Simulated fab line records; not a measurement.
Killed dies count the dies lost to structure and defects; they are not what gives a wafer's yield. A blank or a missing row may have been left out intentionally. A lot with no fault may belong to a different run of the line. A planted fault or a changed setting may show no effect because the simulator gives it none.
A struck lot beside a sound one || flow sfq-line || 20 steps out of a route of 325
Sound: these wafers, L124.3, L124.4, L124.6. Wafers struck: L116.3, L116.5, L116.6. At the end, the cause is stated.
Each step with rows lists, per side, the tool, then ch with its chambers, then its first start. Under that, the readings that differ: sound wafers || struck wafers || difference of the means || sigmas: that difference in standard deviations of wafers without a fault.
alike: same words and numbers on both sides, and readings whose means sit less than 2 such deviations apart. not compared: any withheld reading, any reading some wafer has no value for, any bound like >300 that may hide the same value, and any number with overlapping values for which the record gives no deviation.
The two part at a step that has a row with sigmas, a row that says differs or no value, or rows on one side only. When numbers do not overlap yet have no deviation, they are printed without sigmas and do not part them. A reading that every wafer of one side lacks parts them only if that side has two wafers or more.

first, 3 steps without rows for these wafers: SFQ_TRILAYER_I1_VIA_LITHO_EXPOSE_050 (exposes mask I1, target cd 500 nm); SFQ_TRILAYER_I1_VIA_LITHO_PEB_052 (peb time 60 s); SFQ_TRILAYER_I1_VIA_LITHO_DEVELOP_051 (time 60 s).
SFQ_I1_OVL_MEAS_913:
  struck on overlay-02, day 17 17:20; sound on overlay-02, day 21 11:01
  alike: I1_OVL
SFQ_TRILAYER_I1_VIA_BARC_OPEN_VIA_ETCH_071: etches BARC in O2, target depth 125 nm, time 41.7 s.
  sound on rie-diel-02 ch 0,3, day 21 11:03; struck on rie-diel-04 ch 0,3, day 17 17:21
  alike: bias-w, drypump-motor-current-A, oes-product-au
  not compared: rf-hours-counter-h
SFQ_TRILAYER_I1_VIA_ETCH_VIA_ETCH_052: etches SiO2 in CHF3, stops on Nb, target depth 260 nm.
  sound on rie-diel-02 ch 0,3, day 21 11:05; struck on rie-diel-04 ch 0,3, day 17 17:23
  alike: bias-w, drypump-motor-current-A, oes-product-au
SFQ_TRILAYER_I1_VIA_STRIP_STRIP_053: strips in O2.
  sound on rie-metal-04 ch 0,1, day 21 11:24; struck on rie-metal-04 ch 0, day 17 17:54
  alike: drypump-motor-current-A, oes-product-au
  not compared: rf-hours-counter-h
then, 2 steps without rows for these wafers: SFQ_TRILAYER_I1_VIA_STRIP_SOLV_CLEAN_054 (cleans in NMP, time 600 s); SFQ_TRILAYER_M2_DEP_PRE_CLEAN_056 (time 22.5 s).
SFQ_TRILAYER_M2_DEP_SPUTTER_055: material Nb, target thk 200 nm, time 133.3 s.
  struck on pvd-sputter-05, day 17 18:55; sound on pvd-sputter-05, day 21 12:00
  alike: resputter-cathode-voltage-v, throttle-valve-pct
SFQ_M2_RS_MEAS_914: uses a four-point probe to measure.
  struck on film-metro-02, day 17 19:02; sound on film-metro-02, day 21 12:08
  alike: M2_NB_RS
SFQ_TRILAYER_M2_LITHO_COAT_062: resist thk 62 nm.
  sound on litho-track-04 ch 0, day 21 12:22; struck on litho-track-04 ch 0, day 17 19:17
{"reading": "model.BARC_of_TRILAYER_M2_LITHO_COAT_062.thk-nm (nm)", "sound": "62.1 62.18 62.11", "struck": "60.97 60.73 60.75", "difference": -1.31, "sigmas": ""}
  alike: dispense-pressure-kPa
then, 5 steps without rows for these wafers: SFQ_TRILAYER_M2_LITHO_COAT_057 (resist thk 600 nm); SFQ_TRILAYER_M2_LITHO_SOFTBAKE_061; SFQ_TRILAYER_M2_LITHO_EXPOSE_058 (exposes mask M2, target cd 500 nm); SFQ_TRILAYER_M2_LITHO_PEB_060 (peb time 60 s); SFQ_TRILAYER_M2_LITHO_DEVELOP_059 (time 60 s).
-- the record jumps here: 4 days lie between the struck wafers' starts before and after --
SFQ_M2_OVL_MEAS_916:
  struck on overlay-02, day 22 06:13; sound on overlay-01, day 26 00:19
  alike: M2_OVL
SFQ_TRILAYER_M2_BARC_OPEN_METAL_ETCH_077: etches BARC in O2, target depth 125 nm, time 41.7 s.
  sound on rie-metal-04 ch 0,1, day 26 00:22; struck on rie-metal-04 ch 0, day 22 06:17
{"reading": "oes-product-au (a.u.)", "sound": "0.683 0.683 0.692", "struck": "0.682 0.674 0.668", "difference": -0.011, "sigmas": -2}
{"reading": "model.etch.depth-nm (nm)", "sound": "62.1 62.18 62.11", "struck": "60.97 60.73 60.75", "difference": -1.31, "sigmas": ""}
  alike: bias-w, drypump-motor-current-A
  not compared: rf-hours-counter-h
SFQ_TRILAYER_M2_ETCH_METAL_ETCH_060: etches Nb in Cl2/Ar, stops on SiO2, target depth 240 nm, time 120 s.
  sound on rie-metal-04 ch 0,1, day 26 00:27; struck on rie-metal-04 ch 0, day 22 06:27
  alike: bias-w, drypump-motor-current-A, oes-product-au
  not compared: rf-hours-counter-h

== WHERE THEY PART ==
Only at SFQ_TRILAYER_M2_BARC_OPEN_METAL_ETCH_077, as far as this record shows. Later steps at which nothing parts them and some readings are alike: SFQ_TRILAYER_M2_ETCH_METAL_ETCH_060.

WHY: what had been put in by the simulator
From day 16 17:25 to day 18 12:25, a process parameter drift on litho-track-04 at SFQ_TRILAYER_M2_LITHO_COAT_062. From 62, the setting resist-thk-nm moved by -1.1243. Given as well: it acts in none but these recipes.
